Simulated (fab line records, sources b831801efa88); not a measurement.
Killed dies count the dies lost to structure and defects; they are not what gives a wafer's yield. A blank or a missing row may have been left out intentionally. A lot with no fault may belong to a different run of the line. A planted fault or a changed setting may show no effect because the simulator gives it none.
fab line records || flow sfq-line
record {"lots": 14, "wafers": 42, "last-day": 80}
route steps=325 shown I4@164
lots untouched by any fault: they come from a run of this same line in which no faults occurred
start-h: the number of hours between the record's first day and the start of the first shown wafer of the lot || wait-h: hours from the lot's prior step to this one || " same as the row above || L1.1+2: a single row standing in for several wafers || - no value, or no start given || * or withheld: withheld || < > ~ a bound
route shown NAME@n: a module of which the file shows steps, and the number in the route of the first || usual: mean/standard deviation of fault-free wafers || same: alike in all rows || chamber/n: place in a boat || sites: the reading at each site || _std_site: the standard deviation of these || _edge_site: mean of outer sites minus mean of inner sites || radius-mm: for every site, how far away it sits from the centre of the wafer || mask NAME#n: copy n || behind: the tool/chamber that last shaped the wafer || hold: why the lot was held/for how many hours/how that ended || device: which transistor (n, p or np) failed to switch || end of line: at the end of the route, the tests of the same wafers || for a step that has no rows: nothing shown but its recipe || killed: the dies lost at the first sort to structure and to defects; this is not the yield of the wafer || map: a wafer's dies, x killed, . not, _ none there
set.NAME: setting as actually run; set.NAME@STEP: the setting as run at that earlier step || model.NAME: the simulator's own value behind a step, which no gauge read
a sample of lots followed through the steps of the route, with each step as a table and each wafer as a row
services: when a tool's chamber went out of use (start-h, in hours from the record's first day, below 0 if earlier), for how many hours, and the reason
## steps
# step SFQ_TRILAYER_I4_CMP_CMP_100
# recipe {"material": "SiO2", "down-force-psi": 3, "platen-rpm": 60, "pad-velocity-m-s": 0.94248}
# usual {"motor-current-A": "10.1/0.57", "time-to-endpoint-s": "214/11"}
{"lot.wafer": "L361.1", "tool": "cmp-02", "chamber": 0, "start-h": 870.51, "wait-h": 55.3, "motor-current-A": 9.6, "time-to-endpoint-s": 201}
{"lot.wafer": "L361.4", "tool": "cmp-02", "chamber": 1, "start-h": 870.51, "wait-h": 55.3, "motor-current-A": 9.6, "time-to-endpoint-s": 220}
{"lot.wafer": "L361.3", "tool": "cmp-02", "chamber": 2, "start-h": 870.51, "wait-h": 55.3, "motor-current-A": 9.5, "time-to-endpoint-s": 204}
{"lot.wafer": "L362.1", "tool": "cmp-01", "chamber": 1, "start-h": 881.88, "wait-h": 59.5, "motor-current-A": 10.6, "time-to-endpoint-s": 213}
{"lot.wafer": "L362.6", "tool": "cmp-01", "chamber": 3, "start-h": 882.88, "wait-h": 60.4, "motor-current-A": 11.1, "time-to-endpoint-s": 224}
{"lot.wafer": "L362.5", "tool": "cmp-01", "chamber": 0, "start-h": 882.88, "wait-h": 60.4, "motor-current-A": 9.9, "time-to-endpoint-s": 234}
{"lot.wafer": "L363.2", "tool": "cmp-01", "chamber": 1, "start-h": 889.88, "wait-h": 57.1, "motor-current-A": 10.7, "time-to-endpoint-s": 194}
{"lot.wafer": "L363.3", "tool": "cmp-01", "chamber": 3, "start-h": 890.88, "wait-h": 58.1, "motor-current-A": 10.7, "time-to-endpoint-s": 203}
{"lot.wafer": "L363.4", "tool": "cmp-01", "chamber": 0, "start-h": 890.88, "wait-h": 58.1, "motor-current-A": 9.7, "time-to-endpoint-s": 208}
{"lot.wafer": "L364.1", "tool": "cmp-01", "chamber": 3, "start-h": 904.39, "wait-h": 57.8, "motor-current-A": 11.0, "time-to-endpoint-s": 216}
{"lot.wafer": "L364.2", "tool": "cmp-01", "chamber": 2, "start-h": 905.89, "wait-h": 59.3, "motor-current-A": 10.2, "time-to-endpoint-s": 220}
{"lot.wafer": "L364.5", "tool": "cmp-01", "chamber": 0, "start-h": 906.89, "wait-h": 60.3, "motor-current-A": 9.7, "time-to-endpoint-s": 242}
{"lot.wafer": "L366.3", "tool": "cmp-01", "chamber": 0, "start-h": 923.39, "wait-h": 62.1, "motor-current-A": 10.5, "time-to-endpoint-s": 224}
{"lot.wafer": "L366.4", "tool": "cmp-01", "chamber": 2, "start-h": 924.39, "wait-h": 63.1, "motor-current-A": 10.6, "time-to-endpoint-s": 217}
{"lot.wafer": "L366.6", "tool": "cmp-01", "chamber": 1, "start-h": 925.89, "wait-h": 64.6, "motor-current-A": 10.4, "time-to-endpoint-s": 206}
{"lot.wafer": "L367.4", "tool": "cmp-01", "chamber": 2, "start-h": 932.39, "wait-h": 62.6, "motor-current-A": 10.2, "time-to-endpoint-s": 225}
{"lot.wafer": "L367.2", "tool": "cmp-01", "chamber": 3, "start-h": 932.39, "wait-h": 62.6, "motor-current-A": 11.2, "time-to-endpoint-s": 228}
{"lot.wafer": "L367.1", "tool": "cmp-01", "chamber": 1, "start-h": 933.89, "wait-h": 64.1, "motor-current-A": 10.5, "time-to-endpoint-s": 206}
{"lot.wafer": "L370.4", "tool": "cmp-01", "chamber": 2, "start-h": 951.39, "wait-h": 60.5, "motor-current-A": 10.7, "time-to-endpoint-s": 218}
{"lot.wafer": "L370.6", "tool": "cmp-01", "chamber": 0, "start-h": 952.39, "wait-h": 61.5, "motor-current-A": 9.9, "time-to-endpoint-s": 216}
{"lot.wafer": "L370.5", "tool": "cmp-01", "chamber": 1, "start-h": 952.39, "wait-h": 61.5, "motor-current-A": 10.8, "time-to-endpoint-s": 204}
{"lot.wafer": "L371.1", "tool": "cmp-02", "chamber": 3, "start-h": 954.21, "wait-h": 60.8, "motor-current-A": 10.4, "time-to-endpoint-s": 210}
{"lot.wafer": "L371.4", "tool": "cmp-02", "chamber": 1, "start-h": 955.21, "wait-h": 61.7, "motor-current-A": 9.8, "time-to-endpoint-s": 237}
{"lot.wafer": "L371.2", "tool": "cmp-02", "chamber": 2, "start-h": 955.21, "wait-h": 61.7, "motor-current-A": 9.3, "time-to-endpoint-s": 222}
{"lot.wafer": "L373.1", "tool": "cmp-01", "chamber": 2, "start-h": 962.89, "wait-h": 63.2, "motor-current-A": 10.5, "time-to-endpoint-s": 204}
{"lot.wafer": "L373.4", "tool": "cmp-01", "chamber": 3, "start-h": 962.89, "wait-h": 63.2, "motor-current-A": 10.8, "time-to-endpoint-s": 210}
{"lot.wafer": "L373.3", "tool": "cmp-01", "chamber": 0, "start-h": 962.89, "wait-h": 63.2, "motor-current-A": 10.1, "time-to-endpoint-s": 209}
{"lot.wafer": "L374.1", "tool": "cmp-02", "chamber": 0, "start-h": 967.70, "wait-h": 63.2, "motor-current-A": 10.2, "time-to-endpoint-s": 230}
{"lot.wafer": "L374.4", "tool": "cmp-02", "chamber": 1, "start-h": 967.70, "wait-h": 63.2, "motor-current-A": 10.4, "time-to-endpoint-s": 237}
{"lot.wafer": "L374.5", "tool": "cmp-02", "chamber": 1, "start-h": 970.20, "wait-h": 65.7, "motor-current-A": 9.7, "time-to-endpoint-s": 238}
{"lot.wafer": "L378.3", "tool": "cmp-01", "chamber": 0, "start-h": 1003.09, "wait-h": 72.4, "motor-current-A": 9.7, "time-to-endpoint-s": 217}
{"lot.wafer": "L378.6", "tool": "cmp-01", "chamber": 1, "start-h": 1003.09, "wait-h": 72.4, "motor-current-A": 10.5, "time-to-endpoint-s": 208}
{"lot.wafer": "L378.5", "tool": "cmp-01", "chamber": 2, "start-h": 1003.09, "wait-h": 72.4, "motor-current-A": 10.7, "time-to-endpoint-s": 202}
{"lot.wafer": "L382.2", "tool": "cmp-02", "chamber": 3, "start-h": 1027.70, "wait-h": 71.7, "motor-current-A": 9.7, "time-to-endpoint-s": 203}
{"lot.wafer": "L382.1", "tool": "cmp-02", "chamber": 0, "start-h": 1027.70, "wait-h": 71.7, "motor-current-A": 9.4, "time-to-endpoint-s": 224}
{"lot.wafer": "L382.6", "tool": "cmp-02", "chamber": 3, "start-h": 1029.70, "wait-h": 73.7, "motor-current-A": 10.5, "time-to-endpoint-s": 221}
{"lot.wafer": "L383.4", "tool": "cmp-01", "chamber": 3, "start-h": 1032.09, "wait-h": 72.5, "motor-current-A": 11.2, "time-to-endpoint-s": 227}
{"lot.wafer": "L383.2", "tool": "cmp-01", "chamber": 1, "start-h": 1033.09, "wait-h": 73.5, "motor-current-A": 10.4, "time-to-endpoint-s": 193}
{"lot.wafer": "L383.6", "tool": "cmp-01", "chamber": 2, "start-h": 1033.09, "wait-h": 73.5, "motor-current-A": 9.9, "time-to-endpoint-s": 220}
{"lot.wafer": "L384.1", "tool": "cmp-01", "chamber": 0, "start-h": 1037.59, "wait-h": 71.3, "motor-current-A": 9.8, "time-to-endpoint-s": 230}
{"lot.wafer": "L384.3", "tool": "cmp-01", "chamber": 1, "start-h": 1037.59, "wait-h": 71.3, "motor-current-A": 10.7, "time-to-endpoint-s": 200}
{"lot.wafer": "L384.5", "tool": "cmp-01", "chamber": 0, "start-h": 1039.59, "wait-h": 73.2, "motor-current-A": 9.5, "time-to-endpoint-s": 234}
# step SFQ_TRILAYER_I4_METRO_MEASURE_101
# usual {"thk-nm": "200.1/1.5"}
{"lot.wafer": "L361.1", "tool": "film-metro-02", "chamber": "-", "start-h": 873.63, "wait-h": 0.1, "thk-nm": 201.0}
{"lot.wafer": "L361.3", "tool": "film-metro-02", "chamber": "-", "start-h": 873.63, "wait-h": 0.1, "thk-nm": 199.3}
{"lot.wafer": "L361.4", "tool": "film-metro-02", "chamber": "-", "start-h": 873.63, "wait-h": 0.1, "thk-nm": 203.3}
{"lot.wafer": "L362.1", "tool": "film-metro-02", "chamber": "-", "start-h": 884.00, "wait-h": 0.1, "thk-nm": 199.2}
{"lot.wafer": "L362.5", "tool": "film-metro-02", "chamber": "-", "start-h": 884.00, "wait-h": 0.1, "thk-nm": 202.3}
{"lot.wafer": "L362.6", "tool": "film-metro-02", "chamber": "-", "start-h": 884.00, "wait-h": 0.1, "thk-nm": 199.8}
{"lot.wafer": "L363.2", "tool": "film-metro-01", "chamber": "-", "start-h": 893.20, "wait-h": 0.3, "thk-nm": 199.5}
{"lot.wafer": "L363.3", "tool": "film-metro-01", "chamber": "-", "start-h": 893.20, "wait-h": 0.3, "thk-nm": 201.8}
{"lot.wafer": "L363.4", "tool": "film-metro-01", "chamber": "-", "start-h": 893.20, "wait-h": 0.3, "thk-nm": 202.1}
{"lot.wafer": "L364.1", "tool": "film-metro-01", "chamber": "-", "start-h": 907.51, "wait-h": 0.1, "thk-nm": 201.6}
{"lot.wafer": "L364.2", "tool": "film-metro-01", "chamber": "-", "start-h": 907.51, "wait-h": 0.1, "thk-nm": 201.4}
{"lot.wafer": "L364.5", "tool": "film-metro-01", "chamber": "-", "start-h": 907.51, "wait-h": 0.1, "thk-nm": 202.1}
{"lot.wafer": "L366.3", "tool": "film-metro-01", "chamber": "-", "start-h": 926.91, "wait-h": 0.5, "thk-nm": 202.9}
{"lot.wafer": "L366.4", "tool": "film-metro-01", "chamber": "-", "start-h": 926.91, "wait-h": 0.5, "thk-nm": 199.6}
{"lot.wafer": "L366.6", "tool": "film-metro-01", "chamber": "-", "start-h": 926.91, "wait-h": 0.5, "thk-nm": 197.0}
{"lot.wafer": "L367.1", "tool": "film-metro-03", "chamber": "-", "start-h": 935.51, "wait-h": 0.1, "thk-nm": 199.0}
{"lot.wafer": "L367.2", "tool": "film-metro-03", "chamber": "-", "start-h": 935.51, "wait-h": 0.1, "thk-nm": 201.6}
{"lot.wafer": "L367.4", "tool": "film-metro-03", "chamber": "-", "start-h": 935.51, "wait-h": 0.1, "thk-nm": 201.8}
{"lot.wafer": "L370.4", "tool": "film-metro-02", "chamber": "-", "start-h": 954.11, "wait-h": 0.6, "thk-nm": 199.7}
{"lot.wafer": "L370.5", "tool": "film-metro-02", "chamber": "-", "start-h": 954.11, "wait-h": 0.6, "thk-nm": 196.9}
{"lot.wafer": "L370.6", "tool": "film-metro-02", "chamber": "-", "start-h": 954.11, "wait-h": 0.6, "thk-nm": 201.1}
{"lot.wafer": "L371.1", "tool": "film-metro-03", "chamber": "-", "start-h": 957.33, "wait-h": 0.1, "thk-nm": 177.7}
{"lot.wafer": "L371.2", "tool": "film-metro-03", "chamber": "-", "start-h": 957.33, "wait-h": 0.1, "thk-nm": 178.4}
{"lot.wafer": "L371.4", "tool": "film-metro-03", "chamber": "-", "start-h": 957.33, "wait-h": 0.1, "thk-nm": 181.4}
{"lot.wafer": "L373.1", "tool": "film-metro-02", "chamber": "-", "start-h": 965.51, "wait-h": 0.1, "thk-nm": 198.8}
{"lot.wafer": "L373.3", "tool": "film-metro-02", "chamber": "-", "start-h": 965.51, "wait-h": 0.1, "thk-nm": 201.1}
{"lot.wafer": "L373.4", "tool": "film-metro-02", "chamber": "-", "start-h": 965.51, "wait-h": 0.1, "thk-nm": 198.3}
{"lot.wafer": "L374.1", "tool": "film-metro-02", "chamber": "-", "start-h": 970.82, "wait-h": 0.1, "thk-nm": 179.7}
{"lot.wafer": "L374.4", "tool": "film-metro-02", "chamber": "-", "start-h": 970.82, "wait-h": 0.1, "thk-nm": 181.6}
{"lot.wafer": "L374.5", "tool": "film-metro-02", "chamber": "-", "start-h": 970.82, "wait-h": 0.1, "thk-nm": 180.1}
{"lot.wafer": "L378.3", "tool": "film-metro-02", "chamber": "-", "start-h": 1005.11, "wait-h": 0.5, "thk-nm": 202.5}
{"lot.wafer": "L378.5", "tool": "film-metro-02", "chamber": "-", "start-h": 1005.11, "wait-h": 0.5, "thk-nm": 201.2}
{"lot.wafer": "L378.6", "tool": "film-metro-02", "chamber": "-", "start-h": 1005.11, "wait-h": 0.5, "thk-nm": 198.6}
{"lot.wafer": "L382.1", "tool": "film-metro-03", "chamber": "-", "start-h": 1030.82, "wait-h": 0.1, "thk-nm": 201.9}
{"lot.wafer": "L382.2", "tool": "film-metro-03", "chamber": "-", "start-h": 1030.82, "wait-h": 0.1, "thk-nm": 199.9}
{"lot.wafer": "L382.6", "tool": "film-metro-03", "chamber": "-", "start-h": 1030.82, "wait-h": 0.1, "thk-nm": 199.6}
{"lot.wafer": "L383.2", "tool": "film-metro-01", "chamber": "-", "start-h": 1034.91, "wait-h": 0.3, "thk-nm": 198.2}
{"lot.wafer": "L383.4", "tool": "film-metro-01", "chamber": "-", "start-h": 1034.91, "wait-h": 0.3, "thk-nm": 201.1}
{"lot.wafer": "L383.6", "tool": "film-metro-01", "chamber": "-", "start-h": 1034.91, "wait-h": 0.3, "thk-nm": 201.6}
{"lot.wafer": "L384.1", "tool": "film-metro-03", "chamber": "-", "start-h": 1040.71, "wait-h": 0.1, "thk-nm": 201.1}
{"lot.wafer": "L384.3", "tool": "film-metro-03", "chamber": "-", "start-h": 1040.71, "wait-h": 0.1, "thk-nm": 197.7}
{"lot.wafer": "L384.5", "tool": "film-metro-03", "chamber": "-", "start-h": 1040.71, "wait-h": 0.1, "thk-nm": 201.9}
# step SFQ_TRILAYER_I4_VIA_ETCH_VIA_ETCH_106
# recipe {"target": "SiO2", "stop-on": "Nb", "mask-material": "PR", "taper-deg": 20, "chemistry": "CHF3", "target-depth-nm": 260, "source-w": 500, "bias-w": 80, "pressure-mtorr": 30, "time-s": "withheld"}
# usual {"drypump-motor-current-A": "5.6/0.38", "oes-product-au": "0.854/0.0054"}
{"lot.wafer": "L361.1", "tool": "rie-diel-03", "chamber": 1, "start-h": 954.40, "wait-h": 0.0, "drypump-motor-current-A": 5.4, "oes-product-au": 0.853}
{"lot.wafer": "L361.3", "tool": "rie-diel-03", "chamber": 2, "start-h": 954.40, "wait-h": 0.0, "drypump-motor-current-A": 5.7, "oes-product-au": 0.850}
{"lot.wafer": "L361.4", "tool": "rie-diel-03", "chamber": 3, "start-h": 954.40, "wait-h": 0.0, "drypump-motor-current-A": 5.9, "oes-product-au": 0.858}
{"lot.wafer": "L362.1", "tool": "rie-diel-03", "chamber": 3, "start-h": 966.40, "wait-h": 0.0, "drypump-motor-current-A": 5.9, "oes-product-au": 0.853}
{"lot.wafer": "L362.5", "tool": "rie-diel-03", "chamber": 3, "start-h": 966.40, "wait-h": 0.0, "drypump-motor-current-A": 5.8, "oes-product-au": 0.855}
{"lot.wafer": "L362.6", "tool": "rie-diel-03", "chamber": 0, "start-h": 966.40, "wait-h": 0.0, "drypump-motor-current-A": 4.8, "oes-product-au": 0.855}
{"lot.wafer": "L363.2", "tool": "rie-diel-03", "chamber": 1, "start-h": 981.57, "wait-h": 0.0, "drypump-motor-current-A": 5.4, "oes-product-au": 0.854}
{"lot.wafer": "L363.3", "tool": "rie-diel-03", "chamber": 0, "start-h": 981.57, "wait-h": 0.0, "drypump-motor-current-A": 4.8, "oes-product-au": 0.859}
{"lot.wafer": "L363.4", "tool": "rie-diel-03", "chamber": 3, "start-h": 981.57, "wait-h": 0.0, "drypump-motor-current-A": 5.9, "oes-product-au": 0.859}
{"lot.wafer": "L364.1", "tool": "rie-diel-02", "chamber": 0, "start-h": 998.37, "wait-h": 0.0, "drypump-motor-current-A": 6.0, "oes-product-au": 0.853}
{"lot.wafer": "L364.2", "tool": "rie-diel-02", "chamber": 2, "start-h": 998.37, "wait-h": 0.0, "drypump-motor-current-A": 5.8, "oes-product-au": 0.854}
{"lot.wafer": "L364.5", "tool": "rie-diel-02", "chamber": 0, "start-h": 998.37, "wait-h": 0.0, "drypump-motor-current-A": 6.0, "oes-product-au": 0.866}
{"lot.wafer": "L366.3", "tool": "rie-diel-03", "chamber": 1, "start-h": 1017.54, "wait-h": 0.0, "drypump-motor-current-A": 5.4, "oes-product-au": 0.850}
{"lot.wafer": "L366.4", "tool": "rie-diel-03", "chamber": 0, "start-h": 1017.54, "wait-h": 0.0, "drypump-motor-current-A": 4.8, "oes-product-au": 0.846}
{"lot.wafer": "L366.6", "tool": "rie-diel-03", "chamber": 2, "start-h": 1017.54, "wait-h": 0.0, "drypump-motor-current-A": 5.7, "oes-product-au": 0.844}
{"lot.wafer": "L367.1", "tool": "rie-diel-02", "chamber": 3, "start-h": 1027.14, "wait-h": 0.0, "drypump-motor-current-A": 5.8, "oes-product-au": 0.851}
{"lot.wafer": "L367.2", "tool": "rie-diel-02", "chamber": 0, "start-h": 1027.14, "wait-h": 0.0, "drypump-motor-current-A": 6.1, "oes-product-au": 0.863}
{"lot.wafer": "L367.4", "tool": "rie-diel-02", "chamber": 2, "start-h": 1027.14, "wait-h": 0.0, "drypump-motor-current-A": 5.8, "oes-product-au": 0.857}
{"lot.wafer": "L370.4", "tool": "rie-diel-02", "chamber": 3, "start-h": 1047.54, "wait-h": 0.0, "drypump-motor-current-A": 5.8, "oes-product-au": 0.854}
{"lot.wafer": "L370.5", "tool": "rie-diel-02", "chamber": 2, "start-h": 1047.54, "wait-h": 0.0, "drypump-motor-current-A": 5.8, "oes-product-au": 0.847}
{"lot.wafer": "L370.6", "tool": "rie-diel-02", "chamber": 3, "start-h": 1047.54, "wait-h": 0.0, "drypump-motor-current-A": 5.8, "oes-product-au": 0.857}
{"lot.wafer": "L371.1", "tool": "rie-diel-03", "chamber": 0, "start-h": 1052.34, "wait-h": 0.0, "drypump-motor-current-A": 4.8, "oes-product-au": 0.804}
{"lot.wafer": "L371.2", "tool": "rie-diel-03", "chamber": 2, "start-h": 1052.34, "wait-h": 0.0, "drypump-motor-current-A": 5.7, "oes-product-au": 0.802}
{"lot.wafer": "L371.4", "tool": "rie-diel-03", "chamber": 1, "start-h": 1052.34, "wait-h": 0.0, "drypump-motor-current-A": 5.5, "oes-product-au": 0.812}
{"lot.wafer": "L373.1", "tool": "rie-diel-03", "chamber": 3, "start-h": 1061.94, "wait-h": 0.0, "drypump-motor-current-A": 5.8, "oes-product-au": 0.851}
{"lot.wafer": "L373.3", "tool": "rie-diel-03", "chamber": 2, "start-h": 1061.94, "wait-h": 0.0, "drypump-motor-current-A": 5.7, "oes-product-au": 0.857}
{"lot.wafer": "L373.4", "tool": "rie-diel-03", "chamber": 1, "start-h": 1061.94, "wait-h": 0.0, "drypump-motor-current-A": 5.4, "oes-product-au": 0.853}
{"lot.wafer": "L374.1", "tool": "rie-diel-01", "chamber": 1, "start-h": 1064.34, "wait-h": 0.0, "drypump-motor-current-A": 5.8, "oes-product-au": 0.812}
{"lot.wafer": "L374.4", "tool": "rie-diel-01", "chamber": 3, "start-h": 1064.34, "wait-h": 0.0, "drypump-motor-current-A": 6.2, "oes-product-au": 0.812}
{"lot.wafer": "L374.5", "tool": "rie-diel-01", "chamber": 3, "start-h": 1064.34, "wait-h": 0.0, "drypump-motor-current-A": 6.2, "oes-product-au": 0.803}
{"lot.wafer": "L378.3", "tool": "rie-diel-03", "chamber": 3, "start-h": 1104.10, "wait-h": 0.0, "drypump-motor-current-A": 5.8, "oes-product-au": 0.861}
{"lot.wafer": "L378.5", "tool": "rie-diel-03", "chamber": 0, "start-h": 1104.10, "wait-h": 0.0, "drypump-motor-current-A": 4.8, "oes-product-au": 0.860}
{"lot.wafer": "L378.6", "tool": "rie-diel-03", "chamber": 3, "start-h": 1104.10, "wait-h": 0.0, "drypump-motor-current-A": 5.8, "oes-product-au": 0.851}
{"lot.wafer": "L382.1", "tool": "rie-diel-02", "chamber": 0, "start-h": 1152.60, "wait-h": 0.0, "drypump-motor-current-A": 6.1, "oes-product-au": 0.859}
{"lot.wafer": "L382.2", "tool": "rie-diel-02", "chamber": 1, "start-h": 1152.60, "wait-h": 0.0, "drypump-motor-current-A": 5.4, "oes-product-au": 0.850}
{"lot.wafer": "L382.6", "tool": "rie-diel-02", "chamber": 0, "start-h": 1152.60, "wait-h": 0.0, "drypump-motor-current-A": 6.1, "oes-product-au": 0.850}
{"lot.wafer": "L383.2", "tool": "rie-diel-01", "chamber": 1, "start-h": 1156.20, "wait-h": 0.0, "drypump-motor-current-A": 5.8, "oes-product-au": 0.848}
{"lot.wafer": "L383.4", "tool": "rie-diel-01", "chamber": 0, "start-h": 1156.20, "wait-h": 0.0, "drypump-motor-current-A": 5.5, "oes-product-au": 0.865}
{"lot.wafer": "L383.6", "tool": "rie-diel-01", "chamber": 1, "start-h": 1156.20, "wait-h": 0.0, "drypump-motor-current-A": 5.8, "oes-product-au": 0.865}
{"lot.wafer": "L384.1", "tool": "rie-diel-03", "chamber": 2, "start-h": 1162.20, "wait-h": 0.0, "drypump-motor-current-A": 5.7, "oes-product-au": 0.855}
{"lot.wafer": "L384.3", "tool": "rie-diel-03", "chamber": 0, "start-h": 1162.20, "wait-h": 0.0, "drypump-motor-current-A": 4.8, "oes-product-au": 0.844}
{"lot.wafer": "L384.5", "tool": "rie-diel-03", "chamber": 3, "start-h": 1162.20, "wait-h": 0.0, "drypump-motor-current-A": 5.9, "oes-product-au": 0.861}
## services
{"tool": "cmp-01", "chamber": "-", "start-h": 854.15, "hours": 2.7, "kind": "repair"}
{"tool": "cmp-02", "chamber": "-", "start-h": 865.47, "hours": 1.1, "kind": "repair"}
{"tool": "rie-diel-02", "chamber": 1, "start-h": 865.56, "hours": 18.4, "kind": "repair"}
{"tool": "rie-diel-03", "chamber": "-", "start-h": 873.87, "hours": 0.5, "kind": "repair"}
{"tool": "rie-diel-03", "chamber": 0, "start-h": 875.55, "hours": 14.3, "kind": "repair"}
{"tool": "film-metro-03", "chamber": "-", "start-h": 880.40, "hours": 0.3, "kind": "pm"}
{"tool": "film-metro-02", "chamber": "-", "start-h": 881.53, "hours": 0.9, "kind": "pm"}
{"tool": "film-metro-01", "chamber": "-", "start-h": 883.53, "hours": 0.4, "kind": "pm"}
{"tool": "film-metro-03", "chamber": "-", "start-h": 890.61, "hours": 0.4, "kind": "pm"}
{"tool": "rie-diel-02", "chamber": 3, "start-h": 894.15, "hours": 7.2, "kind": "repair"}
{"tool": "rie-diel-03", "chamber": 1, "start-h": 917.63, "hours": 6.1, "kind": "repair"}
{"tool": "cmp-01", "chamber": "-", "start-h": 919.39, "hours": 4.0, "kind": "pm"}
{"tool": "rie-diel-02", "chamber": 0, "start-h": 921.85, "hours": 3.4, "kind": "repair"}
{"tool": "film-metro-02", "chamber": "-", "start-h": 940.53, "hours": 0.3, "kind": "pm"}
{"tool": "cmp-01", "chamber": "-", "start-h": 983.39, "hours": 6.2, "kind": "pm"}
{"tool": "film-metro-02", "chamber": "-", "start-h": 1062.60, "hours": 13.4, "kind": "pm"}
{"tool": "film-metro-02", "chamber": "-", "start-h": 1076.01, "hours": 0.9, "kind": "pm"}
{"tool": "cmp-01", "chamber": "-", "start-h": 1081.70, "hours": 0.5, "kind": "repair"}
{"tool": "film-metro-02", "chamber": "-", "start-h": 1126.53, "hours": 0.3, "kind": "pm"}
{"tool": "rie-diel-03", "chamber": 2, "start-h": 1129.22, "hours": 7.7, "kind": "repair"}
{"tool": "rie-diel-03", "chamber": "-", "start-h": 1150.78, "hours": 1.5, "kind": "repair"}
{"tool": "rie-diel-03", "chamber": 1, "start-h": 1154.17, "hours": 44.1, "kind": "repair"}
{"tool": "cmp-01", "chamber": "-", "start-h": 1158.81, "hours": 3.3, "kind": "repair"}
{"tool": "cmp-01", "chamber": "-", "start-h": 1161.98, "hours": 0.8, "kind": "repair"}
## key
first-sign {"step": "SFQ_TRILAYER_I4_METRO_MEASURE_101", "reading": "thk-nm", "direction": "down", "sigmas": 14, "usual": 200.1, "struck": 179.8}
effect {"step": "SFQ_TRILAYER_I4_VIA_ETCH_VIA_ETCH_106", "reading": "oes-product-au", "direction": "down", "sigmas": 8.6, "usual": 0.854, "struck": 0.808}
met-at SFQ_TRILAYER_I4_CMP_CMP_100
struck-lots L371,L374
onset-between 870.51 954.21
fault {"kind": "process-parameter-drift", "tool": "cmp-02", "chamber": "-", "onset-h": 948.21, "steps": "SFQ_TRILAYER_I4_CMP_CMP_100", "channel": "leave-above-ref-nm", "offset": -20, "shape": "step", "end-h": 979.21, "acts-in": "these-recipes-only", "stated": 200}
